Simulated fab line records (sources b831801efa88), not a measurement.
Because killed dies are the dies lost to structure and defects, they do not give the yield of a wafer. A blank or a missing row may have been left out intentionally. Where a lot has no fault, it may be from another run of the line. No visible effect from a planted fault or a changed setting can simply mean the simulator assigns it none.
Which tool was responsible? / flow sky130 / 33 wafers sampled from 11 lots at 1 step of a route of 708

== WHAT THE GAUGES SHOWED, per wafer ==
SKY_VIA3_THK_MEAS_01.
lot=L817; measured=day 39 15:11; on=film_metro-01; VIA3_HDPCVD_THK (nm)=1635 1648 1647
lot=L818; measured=day 39 19:21; on=film_metro-03; VIA3_HDPCVD_THK (nm)=1649 1627 1629
lot=L819; measured=day 39 23:19; on=film_metro-04; VIA3_HDPCVD_THK (nm)=1658 1670 1668
lot=L821; measured=day 40 12:07; on=film_metro-01; VIA3_HDPCVD_THK (nm)=1656 1653 1657
lot=L822; measured=day 40 22:59; on=film_metro-01; VIA3_HDPCVD_THK (nm)=1668 1637 1654
lot=L823; measured=day 41 10:45; on=film_metro-03; VIA3_HDPCVD_THK (nm)=1661 1665 1673
lot=L824; measured=day 41 16:32; on=film_metro-04; VIA3_HDPCVD_THK (nm)=1663 1664 1669
lot=L826; measured=day 41 22:23; on=film_metro-01; VIA3_HDPCVD_THK (nm)=1662 1664 1670
lot=L834; measured=day 44 08:01; on=film_metro-01; VIA3_HDPCVD_THK (nm)=1685 1696 1683
lot=L835; measured=day 44 10:08; on=film_metro-01; VIA3_HDPCVD_THK (nm)=1652 1664 1652
lot=L838; measured=day 45 05:40; on=film_metro-01; VIA3_HDPCVD_THK (nm)=1663 1673 1683

== WHICH TOOL RAN EACH LOT (tool, then ch and the chambers of the sampled wafers, then the start) ==
No process step before these readings appears in the record.

== THE ANSWER, worked out from the rows above alone ==
Rule: usual is defined by the lots themselves. The widest of any qualifying gaps counts: lots, ordered by their means at a reading, are off when they make up no more than a third of the lots, leave a main group of 4 or more, and stand apart from it by 3 or more times the standard deviation of that group's means. A main group whose means are all the same, to the digits that the tables above print for the reading, isn't used. A lot without any number at a reading at which 4 lots or more have one is off too. All remaining lots with rows at the step are treated as sound.
None of the lots is off at any reading shown; this tells nothing.

== WHAT THE SIMULATOR PUT IN ==
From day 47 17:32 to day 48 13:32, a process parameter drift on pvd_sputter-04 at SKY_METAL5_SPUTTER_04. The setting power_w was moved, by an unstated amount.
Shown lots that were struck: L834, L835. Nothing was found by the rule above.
